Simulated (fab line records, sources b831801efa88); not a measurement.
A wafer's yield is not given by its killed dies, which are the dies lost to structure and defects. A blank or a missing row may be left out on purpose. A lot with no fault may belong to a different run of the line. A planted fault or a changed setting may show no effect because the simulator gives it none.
Comparing a struck lot with a sound one    flow gf180mcu    16 steps out of a route of 602
Sound: wafers L934.1, L934.2, L934.3. Struck: wafer L944.4. (L944.3 of the same lot was not struck and is left out.) The cause comes at the end.
Each step with rows lists, per side, the tool, then ch with its chambers, then its first start. Under that, the readings that differ: sound wafers    struck wafers    difference of the means    sigmas: that difference in standard deviations of wafers without a fault.
alike: same words and numbers on both sides, and readings whose means sit less than 2 such deviations apart. not compared: any withheld reading, any reading some wafer has no value for, any bound like >300 that may hide the same value, and any number with overlapping values for which the record gives no deviation.
The two part at a step that has a row with sigmas, a row that says differs or no value, or rows on one side only. When numbers do not overlap yet have no deviation, they are printed without sigmas and do not part them. A reading that every wafer of one side lacks parts them only if that side has two wafers or more.

first, 9 steps without rows for these wafers: GF_MIM_STRIP_21 (strips in post etch residue remover, time 1200 s); GF_MIM_CLEAN_22 (cleans in DIW); GF_M5_DEHYDRATE_00 (time 60 s); GF_M5_HMDS_01 (prime time 60 s); GF_M5_COAT_02 (resist thk 1000 nm); GF_M5_SOFTBAKE_03 (time 60 s); GF_M5_EXPOSE_04 (exposes mask Metal5, target cd 280 nm); GF_M5_PEB_05 (peb time 90 s); GF_M5_DEVELOP_06 (develop time 60 s).
GF_M5_CD_MEAS_07: the cd target is 280 nm.
  sound on cdSem-01 at day 28 13:55; struck on cdSem-01 at day 31 18:14
  alike: cdNm
GF_M5_OVL_MEAS_08:
  sound on overlay-02 at day 28 14:02; struck on overlay-01 at day 31 18:20
  alike: M5_OVL
GF_M5_ETCH_09: etches Si3N4 in CF4/O2, target depth 52 nm, time 11.6 s.
  sound on rieDiel-03 ch 0,2,3, day 28 14:04; struck on rieDiel-02 ch 0, day 31 18:22
reading              sound              struck  difference  sigmas
oesProductAu (a.u.)  0.991 0.995 0.987  1.013   +0.022      +3
  alike: biasW, drypumpMotorCurrentA, throttleValvePct
  not compared: rfHoursCounterH
GF_M5_METAL_ETCH_10: etches the open film in Cl2/BCl3, stops on SiO2, target depth 750.8 nm, time 125.1 s.
  sound on rieMetal-03 ch 0,1, day 28 14:05; struck on rieMetal-03 ch 0, day 31 18:28
reading                             sound              struck  difference  sigmas
oesProductAu (a.u.)                 0.985 0.994 0.989  1.010   +0.021      +3
runLengthS (s)                      153.0 154.1 153.6  139.3   -14.3       -45
model.KrF_of_M5_COAT_02.thkNm (nm)  652.9 648.1 649.4  676.8   +26.7       
  alike: drypumpMotorCurrentA, mfcCl2Sccm, throttleValvePct
  not compared: biasW, rfHoursCounterH
GF_M5_STRIP_11: strips in O2/N2.
  sound on plasmaAsher-04 ch 0,1, day 28 14:13; struck on plasmaAsher-03 ch 1, day 31 18:41
reading                   sound           struck  difference  sigmas
stripTimeToEndpointS (s)  7.07 7.03 7.04  7.32    +0.27       +5
  alike: drypumpMotorCurrentA, heaterPowerW, oesProductAu
  not compared: rfHoursCounterH
then, 2 steps without rows for these wafers: GF_M5_STRIP_12 (strips in post etch residue remover, time 1200 s); GF_PASSIVATION_PROBE_99.

## WHERE THEY PART
At GF_M5_ETCH_09 first; at GF_M5_STRIP_11 last (within this record only).

WHY: what had been put in by the simulator
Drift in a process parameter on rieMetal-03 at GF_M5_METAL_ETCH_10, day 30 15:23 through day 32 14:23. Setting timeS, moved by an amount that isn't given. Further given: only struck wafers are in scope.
